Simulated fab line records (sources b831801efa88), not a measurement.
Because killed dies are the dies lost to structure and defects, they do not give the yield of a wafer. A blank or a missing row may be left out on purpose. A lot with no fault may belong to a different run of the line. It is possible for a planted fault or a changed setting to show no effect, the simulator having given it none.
fab line records + flow sky130
record:
- lots: 6
- wafers: 18
- last-day: 50
route steps=708 shown NWELL@75 PWDE@84 VT_ADJUST_HVTP@85 PAD_OPEN@708
lots that met no fault: from a run of the same line without faults
start-h: hours from the record's opening day to when the first of the lot's shown wafers began + wait-h: time in hours since the lot's previous step + " repeats the value in the row above + L1.1+2: one row covering several wafers at once + - either no value or no given start + * or withheld: withheld + < > ~ a bound
route shown NAME@n: a module of which the file shows steps, and the number in the route of the first + usual: mean/standard deviation taken from wafers without a fault + same: alike in all rows + chamber/n: place in a boat + sites: per-site readings + _std_site: the standard deviation of these + _edge_site: inner sites' mean taken away from outer sites' mean + radius-mm: for every site, how far away it sits from the centre of the wafer + mask NAME#n: copy n + behind: the tool/chamber that last shaped the wafer + hold: the reason the lot was held/the length of the hold in hours/how it ended + device: the n, p or np transistor that did not switch + end of line: tests run on the same wafers once the route is complete + for a step that has no rows: nothing shown but its recipe + killed: dies that structure and defects cost at the first sort, which is not the same as the wafer's yield + map: a wafer's dies, marking killed ones x, the rest . and places with no die _
set.NAME: the setting the step ran with; set.NAME@STEP: the setting that earlier step ran with + model.NAME: the simulator's own value behind a step, which no gauge read
a table for each step, a row for each wafer; lots at some steps of the route
services: the hour from which a tool's chamber was out of use, counted from the record's first day as start-h (under 0 if before that day), plus the number of hours and why
== steps ==
step: SKY_NWELL_DEVELOP_22
recipe:
- wall-angle-deg: 90
- developer: TMAH
- develop-time-s: 60
- dev-temp-c: 23
step: SKY_NWELL_OVL_MEAS_23
usual:
- NWELL_01_OVL: -0.4/1.1
| lot.wafer | tool       | chamber | start-h | wait-h | NWELL_01_OVL[nm] |
|-----------|------------|---------|---------|--------|------------------|
| L280.2    | overlay-02 | -       | 101.51  | -      | -1.9             |
| L280.4    | "          | -       | "       | "      | -1.9             |
| L280.5    | "          | -       | "       | "      | -2.2             |
| L285.1    | overlay-02 | -       | 133.97  | -      | -2.9             |
| L285.4    | "          | -       | "       | "      | -0.3             |
| L285.5    | "          | -       | "       | "      | -0.7             |
| L287.1    | overlay-01 | -       | 146.32  | -      | 0.1              |
| L287.4    | "          | -       | "       | "      | -0.8             |
| L287.5    | "          | -       | "       | "      | -1.1             |
| L299.1    | overlay-01 | -       | 224.42  | -      | 0.3              |
| L299.3    | "          | -       | "       | "      | 1.3              |
| L299.4    | "          | -       | "       | "      | 2.3              |
| L300.2    | overlay-01 | -       | 230.41  | -      | 0.2              |
| L300.3    | "          | -       | "       | "      | 0.9              |
| L300.6    | "          | -       | "       | "      | 1.0              |
| L302.2    | overlay-01 | -       | 244.00  | -      | -0.3             |
| L302.3    | "          | -       | "       | "      | -0.3             |
| L302.4    | "          | -       | "       | "      | -0.9             |
step: SKY_NWELL_IMPLANT_24
recipe:
- species: B
- energy-kev: 140
- dose-cm2: 9.2e+12
- tilt-deg: withheld
step: SKY_NWELL_STRIP_25
recipe:
- chemistry: O2/N2
- power-w: 1400
- pressure-mtorr: 1500
- platen-temp-c: withheld
- o2-flow-sccm: 3000
- n2-flow-sccm: 300
- overash-fraction: 0.5
usual:
- drypump-motor-current-A: 5.6/0.41
- oes-product-au: 0.722/0.0043
- strip-time-to-endpoint-s: 36.91/0.11
| lot.wafer | tool            | chamber | start-h | wait-h | drypump-motor-current-A | oes-product-au | rf-hours-counter-h | strip-time-to-endpoint-s |
|-----------|-----------------|---------|---------|--------|-------------------------|----------------|--------------------|--------------------------|
| L280.2    | plasma-asher-03 | 1       | 101.69  | 0.1    | 5.4                     | 0.728          | 42                 | 36.93                    |
| L280.4    | "               | 0       | "       | "      | 6.0                     | 0.722          | -                  | 36.93                    |
| L280.5    | "               | 0       | "       | "      | 6.0                     | 0.716          | -                  | 36.97                    |
| L285.1    | plasma-asher-02 | 1       | 134.16  | 0.1    | 4.8                     | 0.724          | 30                 | 37.13                    |
| L285.4    | "               | 0       | "       | "      | 5.8                     | 0.719          | -                  | 37.04                    |
| L285.5    | "               | 1       | "       | "      | 4.8                     | 0.728          | -                  | 37.13                    |
| L287.1    | plasma-asher-03 | 0       | 146.51  | 0.1    | 6.0                     | 0.727          | 47                 | 36.85                    |
| L287.4    | "               | 0       | "       | "      | 6.0                     | 0.718          | -                  | 36.86                    |
| L287.5    | "               | 1       | "       | "      | 5.4                     | 0.726          | -                  | 36.78                    |
| L299.1    | plasma-asher-01 | 0       | 224.61  | 0.1    | 6.1                     | 0.732          | 10                 | 36.92                    |
| L299.3    | "               | 0       | "       | "      | 6.1                     | 0.723          | -                  | 36.83                    |
| L299.4    | "               | 1       | "       | "      | 5.5                     | 0.727          | -                  | 36.80                    |
| L300.2    | plasma-asher-03 | 1       | 230.59  | 0.1    | 5.4                     | 0.722          | 54                 | 36.97                    |
| L300.3    | "               | 0       | "       | "      | 6.0                     | 0.722          | -                  | 37.03                    |
| L300.6    | "               | 0       | "       | "      | 6.0                     | 0.719          | -                  | 36.95                    |
| L302.2    | plasma-asher-02 | 1       | 244.18  | 0.1    | 4.8                     | 0.719          | 41                 | 36.83                    |
| L302.3    | "               | 1       | "       | "      | 4.8                     | 0.717          | -                  | 36.84                    |
| L302.4    | "               | 0       | "       | "      | 5.8                     | 0.726          | -                  | 36.86                    |
step: SKY_NWELL_TW_MEAS_26
usual:
- NWELL_2_TW: 499/4.3
| lot.wafer | tool          | chamber | start-h | wait-h | NWELL_2_TW |
|-----------|---------------|---------|---------|--------|------------|
| L280.2    | film-metro-04 | -       | 101.80  | 0.1    | 492        |
| L280.4    | "             | -       | "       | "      | 491        |
| L280.5    | "             | -       | "       | "      | 494        |
| L285.1    | film-metro-03 | -       | 134.26  | 0.1    | 498        |
| L285.4    | "             | -       | "       | "      | 498        |
| L285.5    | "             | -       | "       | "      | 499        |
| L287.1    | film-metro-02 | -       | 146.61  | 0.1    | 506        |
| L287.4    | "             | -       | "       | "      | 505        |
| L287.5    | "             | -       | "       | "      | 506        |
| L299.1    | film-metro-02 | -       | 224.71  | 0.1    | 503        |
| L299.3    | "             | -       | "       | "      | 506        |
| L299.4    | "             | -       | "       | "      | 502        |
| L300.2    | film-metro-03 | -       | 230.70  | 0.1    | 500        |
| L300.3    | "             | -       | "       | "      | 502        |
| L300.6    | "             | -       | "       | "      | 501        |
| L302.2    | film-metro-03 | -       | 244.29  | 0.1    | 498        |
| L302.3    | "             | -       | "       | "      | 495        |
| L302.4    | "             | -       | "       | "      | 497        |
step: SKY_NWELL_CLEAN_27
recipe:
- chemistry: SC1/SC2
- mix: 1:4:20
- temp-c: 70
- time-s: 150
- dry: n2-spin
step: SKY_NWELL_RTA_28
recipe:
- temp-c: 1050
- time-s: 30
- idle-temp-c: 650
- ramp-up-c-per-s: 150
- ramp-down-c-per-s: 90
- ambient: N2
usual:
- chamber-o2-ppm: 2.006/0.022
- lamp-power-pct: 25.31/0.059
- wafer_temp_C_max: 1054.8/0.94
| lot.wafer | tool          | chamber | start-h | wait-h | chamber-o2-ppm | lamp-power-pct | wafer_temp_C_max |
|-----------|---------------|---------|---------|--------|----------------|----------------|------------------|
| L280.2    | rtp-anneal-02 | 0       | 101.91  | 0.0    | 2.010          | 25.26          | 1054.6           |
| L280.4    | "             | 0       | "       | "      | 2.042          | 25.26          | 1054.5           |
| L280.5    | "             | 0       | "       | "      | 2.022          | 25.32          | 1054.4           |
| L285.1    | rtp-anneal-02 | 0       | 134.37  | 0.0    | 1.985          | 25.35          | 1053.4           |
| L285.4    | "             | 0       | "       | "      | 1.975          | 25.24          | 1054.8           |
| L285.5    | "             | 0       | "       | "      | 1.999          | 25.38          | 1055.0           |
| L287.1    | rtp-anneal-02 | 0       | 146.72  | 0.0    | 2.041          | 25.34          | 1054.8           |
| L287.4    | "             | 0       | "       | "      | 2.017          | 25.37          | 1055.9           |
| L287.5    | "             | 0       | "       | "      | 1.998          | 25.27          | 1054.8           |
| L299.1    | rtp-anneal-02 | 0       | 224.82  | 0.0    | 1.986          | 25.28          | 1055.4           |
| L299.3    | "             | 0       | "       | "      | 1.993          | 25.16          | 1054.1           |
| L299.4    | "             | 0       | "       | "      | 2.020          | 25.27          | 1054.8           |
| L300.2    | rtp-anneal-01 | 0       | 230.81  | 0.0    | 2.019          | 25.30          | 1055.1           |
| L300.3    | "             | 0       | "       | "      | 1.993          | 25.35          | 1054.2           |
| L300.6    | "             | 0       | "       | "      | 2.005          | 25.38          | 1054.7           |
| L302.2    | rtp-anneal-02 | 0       | 244.40  | 0.0    | 2.029          | 25.28          | 1054.7           |
| L302.3    | "             | 0       | "       | "      | 1.983          | 25.22          | 1054.7           |
| L302.4    | "             | 0       | "       | "      | 2.009          | 25.36          | 1055.7           |
step: SKY_NWELL_RS_MEAS_29
recipe:
- thk-meas-gauge: four-point-probe
usual:
- NWELL_RS: 625.2/1.5
| lot.wafer | tool          | chamber | start-h | wait-h | NWELL_RS[ohm/sq] |
|-----------|---------------|---------|---------|--------|------------------|
| L280.2    | film-metro-02 | -       | 102.02  | 0.1    | 625.1            |
| L280.4    | "             | -       | "       | "      | 625.6            |
| L280.5    | "             | -       | "       | "      | 626.3            |
| L285.1    | film-metro-04 | -       | 134.47  | 0.1    | 624.6            |
| L285.4    | "             | -       | "       | "      | 624.4            |
| L285.5    | "             | -       | "       | "      | 625.7            |
| L287.1    | film-metro-03 | -       | 146.92  | 0.2    | 623.9            |
| L287.4    | "             | -       | "       | "      | 622.6            |
| L287.5    | "             | -       | "       | "      | 623.5            |
| L299.1    | film-metro-04 | -       | 224.92  | 0.1    | 624.5            |
| L299.3    | "             | -       | "       | "      | 626.5            |
| L299.4    | "             | -       | "       | "      | 624.4            |
| L300.2    | film-metro-02 | -       | 230.92  | 0.1    | 625.7            |
| L300.3    | "             | -       | "       | "      | 624.3            |
| L300.6    | "             | -       | "       | "      | 623.9            |
| L302.2    | film-metro-03 | -       | 244.51  | 0.1    | 624.7            |
| L302.3    | "             | -       | "       | "      | 622.1            |
| L302.4    | "             | -       | "       | "      | 625.1            |
step: SKY_NWELL_RS_MEAS_31
recipe:
- thk-meas-gauge: four-point-probe
usual:
- PWDE_RS: 5276/16
| lot.wafer | tool          | chamber | start-h | wait-h | PWDE_RS[ohm/sq] |
|-----------|---------------|---------|---------|--------|-----------------|
| L280.2    | film-metro-02 | -       | 102.26  | 0.1    | 5285            |
| L280.4    | "             | -       | "       | "      | 5286            |
| L280.5    | "             | -       | "       | "      | 5279            |
| L285.1    | film-metro-04 | -       | 134.71  | 0.1    | 5272            |
| L285.4    | "             | -       | "       | "      | 5301            |
| L285.5    | "             | -       | "       | "      | 5271            |
| L287.1    | film-metro-03 | -       | 147.16  | 0.1    | 5294            |
| L287.4    | "             | -       | "       | "      | 5264            |
| L287.5    | "             | -       | "       | "      | 5280            |
| L299.1    | film-metro-04 | -       | 225.16  | 0.1    | 5274            |
| L299.3    | "             | -       | "       | "      | 5278            |
| L299.4    | "             | -       | "       | "      | 5272            |
| L300.2    | film-metro-02 | -       | 231.16  | 0.1    | 5289            |
| L300.3    | "             | -       | "       | "      | 5288            |
| L300.6    | "             | -       | "       | "      | 5282            |
| L302.2    | film-metro-03 | -       | 244.75  | 0.1    | 5290            |
| L302.3    | "             | -       | "       | "      | 5287            |
| L302.4    | "             | -       | "       | "      | 5281            |
step: SKY_VT_ADJUST_HVTP_DEHYDRATE_00
recipe:
- temp-c: 200
- time-s: 60
step: SKY_VT_ADJUST_HVTP_HMDS_01
recipe:
- prime-time-s: 60
- prime-temp-c: 120
step: SKY_VT_ADJUST_HVTP_COAT_02
recipe:
- resist: NOVOLAK
- spin-rpm: 3000
- resist-thk-nm: 1140
usual:
- chill-plate-temp-C: 23.01/0.11
- resist-line-temp-C: 23.01/0.093
- spin-speed-rpm: 2999.8/1.9
| lot.wafer | tool           | chamber | start-h | wait-h | chill-plate-temp-C | resist-line-temp-C | spin-speed-rpm | model.NOVOLAK_of_VT_ADJUST_HVTP_COAT_02.thk-nm |
|-----------|----------------|---------|---------|--------|--------------------|--------------------|----------------|------------------------------------------------|
| L280.2    | litho-track-01 | 0       | 111.15  | 0.1    | 22.89              | 23.15              | 3002.5         | 1144                                           |
| L280.4    | "              | 0       | "       | "      | 22.85              | 23.12              | 2999.3         | 1144                                           |
| L280.5    | "              | 0       | "       | "      | 22.84              | 23.14              | 3003.1         | 1140                                           |
| L285.1    | litho-track-03 | 0       | 143.57  | 0.1    | 23.23              | 22.94              | 2950.3         | 1144                                           |
| L285.4    | "              | 0       | "       | "      | 23.09              | 23.01              | 2948.3         | 1142                                           |
| L285.5    | "              | 0       | "       | "      | 23.18              | 22.97              | 2951.5         | 1148                                           |
| L287.1    | litho-track-03 | 0       | 156.87  | 0.1    | 23.05              | 23.09              | 2949.6         | 1148                                           |
| L287.4    | "              | 0       | "       | "      | 22.93              | 23.06              | 2949.8         | 1142                                           |
| L287.5    | "              | 0       | "       | "      | 22.99              | 22.99              | 2950.7         | 1144                                           |
| L299.1    | litho-track-03 | 0       | 236.47  | 0.1    | 22.85              | 22.90              | 3001.4         | 1137                                           |
| L299.3    | "              | 0       | "       | "      | 22.80              | 22.91              | 2997.7         | 1133                                           |
| L299.4    | "              | 0       | "       | "      | 22.91              | 22.83              | 2999.8         | 1137                                           |
| L300.2    | litho-track-04 | 0       | 242.42  | 0.1    | 22.83              | 22.87              | 3001.5         | 1134                                           |
| L300.3    | "              | 0       | "       | "      | 23.05              | 22.95              | 2999.1         | 1131                                           |
| L300.6    | "              | 0       | "       | "      | 22.95              | 22.93              | 3000.7         | 1136                                           |
| L302.2    | litho-track-03 | 0       | 255.85  | 0.1    | 23.18              | 23.03              | 2999.4         | 1130                                           |
| L302.3    | "              | 0       | "       | "      | 23.14              | 22.97              | 2998.7         | 1133                                           |
| L302.4    | "              | 0       | "       | "      | 23.01              | 23.02              | 2997.4         | 1132                                           |
step: SKY_VT_ADJUST_HVTP_SOFTBAKE_03
recipe:
- temp-c: 90
- time-s: 60
- resist: NOVOLAK
step: SKY_VT_ADJUST_HVTP_EXPOSE_04
recipe:
- mask-id: HVTPM
- na: 0.6
- source-shape: conventional
- sigma-outer: 0.6
- polarization: unpolarized
- target-cd-nm: 380
- dose-mj: 140
step: SKY_VT_ADJUST_HVTP_PEB_05
recipe:
- temp-c: withheld
- time-s: *
- resist: NOVOLAK
step: SKY_VT_ADJUST_HVTP_DEVELOP_06
recipe:
- resist: NOVOLAK
- developer: TMAH
- develop-time-s: 60
- dev-temp-c: 23
usual:
- chill-plate-temp-C: 22.99/0.11
- resist-line-temp-C: 22.99/0.099
| lot.wafer | tool           | chamber | start-h | wait-h | chill-plate-temp-C | resist-line-temp-C | model.NOVOLAK_of_VT_ADJUST_HVTP_COAT_02.thk-nm |
|-----------|----------------|---------|---------|--------|--------------------|--------------------|------------------------------------------------|
| L280.2    | litho-track-03 | 0       | 119.55  | 0.1    | 23.29              | 23.09              | 1143                                           |
| L280.4    | "              | 0       | "       | "      | 23.23              | 23.02              | 1144                                           |
| L280.5    | "              | 0       | "       | "      | 23.15              | 22.99              | 1140                                           |
| L285.1    | litho-track-03 | 0       | 153.37  | 0.1    | 23.15              | 23.02              | 1143                                           |
| L285.4    | "              | 0       | "       | "      | 23.16              | 23.04              | 1142                                           |
| L285.5    | "              | 0       | "       | "      | 23.08              | 23.11              | 1147                                           |
| L287.1    | litho-track-04 | 0       | 166.94  | 0.1    | 22.80              | 22.93              | 1148                                           |
| L287.4    | "              | 0       | "       | "      | 23.17              | 23.00              | 1142                                           |
| L287.5    | "              | 0       | "       | "      | 23.14              | 23.13              | 1143                                           |
| L299.1    | litho-track-03 | 0       | 248.42  | 0.1    | 22.75              | 23.00              | 1136                                           |
| L299.3    | "              | 0       | "       | "      | 22.92              | 23.00              | 1133                                           |
| L299.4    | "              | 0       | "       | "      | 22.85              | 22.96              | 1137                                           |
| L300.2    | litho-track-03 | 0       | 253.65  | 0.1    | 22.78              | 22.91              | 1133                                           |
| L300.3    | "              | 0       | "       | "      | 22.93              | 22.78              | 1131                                           |
| L300.6    | "              | 0       | "       | "      | 22.91              | 23.00              | 1135                                           |
| L302.2    | litho-track-04 | 0       | 268.12  | 0.1    | 23.00              | 22.99              | 1129                                           |
| L302.3    | "              | 0       | "       | "      | 22.98              | 22.99              | 1133                                           |
| L302.4    | "              | 0       | "       | "      | 22.99              | 23.03              | 1132                                           |
step: SKY_VT_ADJUST_HVTP_CD_MEAS_07
recipe:
- target-cd-nm: 380
usual:
- cd-nm: 380.0/2.3
| lot.wafer | tool      | chamber | start-h | wait-h | cd-nm |
|-----------|-----------|---------|---------|--------|-------|
| L280.2    | cd-sem-01 | -       | 119.69  | 0.1    | 377.6 |
| L280.4    | "         | -       | "       | "      | 380.9 |
| L280.5    | "         | -       | "       | "      | 382.6 |
| L285.1    | cd-sem-01 | -       | 153.52  | 0.1    | 378.8 |
| L285.4    | "         | -       | "       | "      | 380.8 |
| L285.5    | "         | -       | "       | "      | 382.9 |
| L287.1    | cd-sem-01 | -       | 167.09  | 0.1    | 382.6 |
| L287.4    | "         | -       | "       | "      | 383.0 |
| L287.5    | "         | -       | "       | "      | 381.1 |
| L299.1    | cd-sem-01 | -       | 248.57  | 0.1    | 378.7 |
| L299.3    | "         | -       | "       | "      | 379.5 |
| L299.4    | "         | -       | "       | "      | 378.5 |
| L300.2    | cd-sem-01 | -       | 253.79  | 0.1    | 382.3 |
| L300.3    | "         | -       | "       | "      | 385.5 |
| L300.6    | "         | -       | "       | "      | 382.1 |
| L302.2    | cd-sem-02 | -       | 268.26  | 0.1    | 382.9 |
| L302.3    | "         | -       | "       | "      | 382.6 |
| L302.4    | "         | -       | "       | "      | 384.3 |
step: SKY_PAD_OPEN_PROBE_99
usual:
- killed_at_M0_to_M3: 44/7.3
- killed_at_M4_up: 3.1/1.6
- killed-at-contacts: 24/5.4
- killed-at-front-end: 15/4
- killed-at-other: 0.2/0.49
- killed-dies: 86/10
- killed-open: 48/7.3
- killed-short: 38/6.3
same:
- gross-dies: 492
- killed-at-back-side: 0
| lot.wafer | tool      | chamber | start-h | wait-h | killed_at_M0_to_M3 | killed_at_M4_up | killed-at-contacts | killed-at-front-end | killed-at-other | killed-dies | killed-open | killed-short |
|-----------|-----------|---------|---------|--------|--------------------|-----------------|--------------------|---------------------|-----------------|-------------|-------------|--------------|
| L285.1    | prober-01 | -       | 1105.19 | 0.1    | 38                 | 3               | 13                 | 16                  | 0               | 70          | 31          | 39           |
| L285.4    | prober-01 | -       | 1105.34 | 0.2    | 40                 | 3               | 27                 | 15                  | 0               | 85          | 46          | 39           |
| L285.5    | prober-01 | -       | 1105.39 | 0.2    | 26                 | 2               | 23                 | 19                  | 0               | 70          | 40          | 30           |
| L287.1    | prober-01 | -       | 1116.15 | 0.1    | 40                 | 3               | 23                 | 13                  | 0               | 79          | 38          | 41           |
| L287.4    | prober-01 | -       | 1116.30 | 0.2    | 42                 | 1               | 28                 | 17                  | 0               | 88          | 51          | 37           |
| L287.5    | prober-01 | -       | 1116.35 | 0.2    | 47                 | 2               | 24                 | 25                  | 0               | 98          | 54          | 44           |
killed by level:class
L285.1 VIA1:geometric-particle:open=7 METAL2:geometric-particle:short=7 VIA2:geometric-particle:open=6 FIELD_ISO:geometric-particle:open=4 POLY_GATE:geometric-particle:short=4 LI_CONTACT:geometric-particle:short=4 CONTACT:geometric-particle:open=4 METAL3:geometric-particle:short=4
L285.4 VIA2:geometric-particle:open=11 LI_CONTACT:geometric-particle:open=7 CONTACT:geometric-particle:open=7 VIA1:geometric-particle:open=6 CONTACT:geometric-particle:short=6 METAL1:geometric-particle:short=6 FIELD_ISO:geometric-particle:open=4 LOCAL_INTERCONNECT:geometric-particle:short=4
L285.5 CONTACT:geometric-particle:open=9 FIELD_ISO:geometric-particle:open=6 VIA2:geometric-particle:open=6 FIELD_ISO:geometric-particle:short=5 LI_CONTACT:geometric-particle:open=5 LOCAL_INTERCONNECT:geometric-particle:short=5 VIA1:geometric-particle:open=5 POLY_GATE:geometric-particle:short=4
L287.1 LI_CONTACT:geometric-particle:open=10 VIA3:geometric-particle:open=8 METAL1:geometric-particle:short=6 VIA1:geometric-particle:short=6 VIA1:geometric-particle:open=5 LOCAL_INTERCONNECT:geometric-particle:short=5 METAL2:geometric-particle:short=5 VIA2:geometric-particle:open=4
L287.4 CONTACT:geometric-particle:open=13 VIA3:geometric-particle:open=8 VIA2:geometric-particle:open=7 LI_CONTACT:geometric-particle:open=6 VIA1:geometric-particle:short=6 FIELD_ISO:geometric-particle:short=5 VIA1:geometric-particle:open=5 FIELD_ISO:geometric-particle:open=4
L287.5 VIA1:geometric-particle:open=13 LI_CONTACT:geometric-particle:open=10 POLY_GATE:geometric-particle:short=8 METAL1:geometric-particle:short=7 FIELD_ISO:geometric-particle:open=5 POLY_GATE:geometric-particle:open=5 LI_CONTACT:geometric-particle:short=5 CONTACT:geometric-particle:open=5
== services ==
| tool            | chamber | start-h | hours | kind       |
|-----------------|---------|---------|-------|------------|
| plasma-asher-01 | -       | 108.75  | 9.0   | pm         |
| plasma-asher-01 | 0       | 108.75  | 9.0   | vent-cycle |
| plasma-asher-01 | 1       | 108.75  | 9.0   | vent-cycle |
| plasma-asher-01 | 0       | 117.75  | -     | clean      |
| plasma-asher-01 | 1       | 117.75  | -     | clean      |
| rtp-anneal-01   | -       | 122.82  | 1.1   | pm         |
| plasma-asher-01 | -       | 127.13  | 7.5   | pm         |
| rtp-anneal-01   | -       | 140.17  | 0.9   | repair     |
| plasma-asher-02 | -       | 170.31  | 2.8   | pm         |
| plasma-asher-02 | -       | 226.23  | 2.9   | repair     |
| plasma-asher-03 | -       | 236.25  | 8.5   | repair     |
== key ==
first-sign:
- step: SKY_VT_ADJUST_HVTP_COAT_02
- reading: spin-speed-rpm
- direction: down
- sigmas: 27
- usual: 2999.8
- struck: 2950.0
effect none on later readings
model-effect:
- step: SKY_VT_ADJUST_HVTP_COAT_02
- value: NOVOLAK_of_VT_ADJUST_HVTP_COAT_02.thk-nm
- without: 1135
- struck: 1145
model-effect:
- step: SKY_VT_ADJUST_HVTP_DEVELOP_06
- value: NOVOLAK_of_VT_ADJUST_HVTP_COAT_02.thk-nm
- without: 1135
- struck: 1144
met-at SKY_VT_ADJUST_HVTP_COAT_02
struck-wafers L285.1,L285.4,L285.5,L287.1,L287.4,L287.5
tester-left-out L285,L287
fault:
- kind: process-parameter-drift
- tool: litho-track-03
- chamber: -
- onset-h: 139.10
- steps: SKY_VT_ADJUST_HVTP_COAT_02
- channel: spin-rpm
- offset: -48.13
- shape: step
- end-h: 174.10
- acts-in: these-recipes-only
- stated: 3000
tester-left-out: of these lots the tester's yield and bins aren't shown, on N5 and GAA mostly nor the transistor test; their killed dies are dies lost to structure and defects alone, not to doping, threshold or leakage, so they don't give the yield
